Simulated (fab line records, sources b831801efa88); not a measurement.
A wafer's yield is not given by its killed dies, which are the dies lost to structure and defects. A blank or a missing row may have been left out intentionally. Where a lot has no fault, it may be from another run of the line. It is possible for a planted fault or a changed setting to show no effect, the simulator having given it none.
Which tool is to blame? -- flow sky130 -- Sampling: 12 lots, 36 wafers, 4 of 708 route steps

## WHAT EACH GAUGE READ, for each wafer
SKY_METAL5_THK_MEAS_06: measures by xrf.
lot,measured,on,METAL5_ALCU_THK (nm)
L241,day 43 19:13,film-metro-02,1130 1115 1129
L242,day 44 02:04,film-metro-04,1143 1143 1130
L244,day 44 00:58,film-metro-02,1138 1130 1142
L248,day 44 22:53,film-metro-03,1150 1153 1153
L250,day 45 05:17,film-metro-04,1128 1125 1127
L251,day 45 13:08,film-metro-03,1150 1163 1162
L256,day 46 13:36,film-metro-04,1109 1114 1123
L258,day 47 09:08,film-metro-04,1130 1134 1124
L259,day 48 01:37,film-metro-03,1162 1170 1157
L262,day 48 05:01,film-metro-04,1126 1140 1123
L263,day 48 07:26,film-metro-02,1123 1139 1131
L264,day 48 16:15,film-metro-04,1120 1130 1126

SKY_PASSIVATION_THK_MEAS_03.
lot,measured,on,PASSIVATION_CVD_02_THK (nm)
L241,day 44 18:23,film-metro-04,536 540 542
L242,day 45 06:50,film-metro-03,542 540 546
L244,day 45 00:10,film-metro-03,537 529 544
L248,day 45 20:04,film-metro-04,528 532 542
L250,day 46 02:07,film-metro-03,543 547 547
L251,day 46 10:26,film-metro-01,534 550 548
L256,day 47 11:35,film-metro-04,549 555 553
L258,day 48 06:11,film-metro-03,539 548 553
L259,day 48 20:54,film-metro-04,544 538 546
L262,day 49 00:05,film-metro-03,541 532 555
L263,day 49 02:32,film-metro-01,540 544 548
L264,day 49 10:41,film-metro-04,538 542 547

## EACH LOT AND THE TOOL THAT RAN IT (in order: tool; ch and the chambers of the sampled wafers; start)
lot,SKY_FIELD_ISO_ETCH_14,SKY_METAL4_METAL_ETCH_18
L241,"rie-diel-01 ch 1,2,3, day 2 05:04","rie-metal-01 ch 0, day 42 17:03"
L242,"rie-diel-04 ch 0,1,2, day 2 10:34","rie-metal-01 ch 0, day 42 23:58"
L244,"rie-diel-04 ch 1,3, day 2 21:01","rie-metal-04 ch 0,1, day 42 22:51"
L248,"rie-diel-04 ch 1,2,3, day 3 19:04","rie-metal-01 ch 0,1, day 43 21:45"
L250,"rie-diel-04 ch 0,2, day 4 03:40","rie-metal-02 ch 0,1, day 44 04:06"
L251,"rie-diel-02 ch 0,1,3, day 4 09:46","rie-metal-04 ch 1, day 44 12:45"
L256,"rie-diel-02 ch 0,1, day 5 10:25","rie-metal-01 ch 0,1, day 45 13:25"
L258,"rie-diel-01 ch 0,1,3, day 5 22:07","rie-metal-02 ch 1, day 46 09:06"
L259,"rie-diel-02 ch 0,3, day 6 03:19","rie-metal-04 ch 0,1, day 47 03:36"
L262,"rie-diel-02 ch 1,2, day 6 18:04","rie-metal-01 ch 1, day 47 06:15"
L263,"rie-diel-01 ch 0,2, day 6 22:55","rie-metal-02 ch 0,1, day 47 09:09"
L264,"rie-diel-04 ch 1,2,3, day 7 05:01","rie-metal-02 ch 0,1, day 47 19:28"
- SKY_FIELD_ISO_ETCH_14: etches BARC in N2/H2, stops on SiO2, time 45.9 s, target depth 60 nm.
- SKY_METAL4_METAL_ETCH_18: etches the open film in Cl2/BCl3, stops on SiO2, target depth 845 nm, time 183.1 s.

## AS READ BY THE TOOLS THEMSELVES (means over the sampled wafers that have a number; for cases with no such wafer, the mark the record gives instead)
SKY_FIELD_ISO_ETCH_14.
lot,tool,drypump-motor-current-A (A),oes-product-au (a.u.),throttle-valve-pct (%)
L241,rie-diel-01,5.70,0.856,13.223
L242,rie-diel-04,5.99,0.855,13.226
L244,rie-diel-04,5.70,0.851,13.218
L248,rie-diel-04,5.77,0.852,13.224
L250,rie-diel-04,6.30,0.855,13.221
L251,rie-diel-02,5.77,0.862,13.225
L256,rie-diel-02,5.90,0.855,13.229
L258,rie-diel-01,5.58,0.856,13.227
L259,rie-diel-02,5.82,0.854,13.220
L262,rie-diel-02,5.84,0.850,13.219
L263,rie-diel-01,5.89,0.854,13.220
L264,rie-diel-04,5.77,0.851,13.226

SKY_METAL4_METAL_ETCH_18.
lot,tool,drypump-motor-current-A (A),he-backside-leak-sccm (sccm),oes-product-au (a.u.),throttle-valve-pct (%)
L241,rie-metal-01,6.0,3.44,0.862,22.266
L242,rie-metal-01,6.0,3.31,0.872,22.261
L244,rie-metal-04,6.4,3.52,0.865,22.269
L248,rie-metal-01,6.3,3.40,0.874,22.261
L250,rie-metal-02,5.2,3.19,0.860,22.265
L251,rie-metal-04,6.5,3.47,0.860,22.261
L256,rie-metal-01,6.3,3.97,0.863,22.269
L258,rie-metal-02,5.7,3.39,0.863,22.262
L259,rie-metal-04,6.4,3.59,0.868,22.267
L262,rie-metal-01,6.4,3.46,0.862,22.265
L263,rie-metal-02,5.2,3.09,0.864,22.266
L264,rie-metal-02,5.2,3.20,0.874,22.261

## THE ANSWER, worked out from the rows above alone
Rule: the lots themselves supply what counts as usual. Put in order of their means at a reading, lots are off if they are a third of the lots or fewer, leave a main group of 4 or more, and stand apart from it by a gap of 3 or more times the standard deviation of the main group's means; of several such gaps the widest counts. A main group is skipped when, at the precision printed for the reading in the tables above, its means are all equal. A lot without any number at a reading at which 4 lots or more have one is off too. The other lots that the step has rows for count as sound. First the gauges in route order, then the tools' own readings, where a lot's mean is used as printed above. At the first step where some lot is off, the reading lying furthest off is the one used; lots without a number count as furthest.
None of the lots is off at any reading shown; this tells nothing.

## WHAT HAD BEEN PUT IN BY THE SIMULATOR
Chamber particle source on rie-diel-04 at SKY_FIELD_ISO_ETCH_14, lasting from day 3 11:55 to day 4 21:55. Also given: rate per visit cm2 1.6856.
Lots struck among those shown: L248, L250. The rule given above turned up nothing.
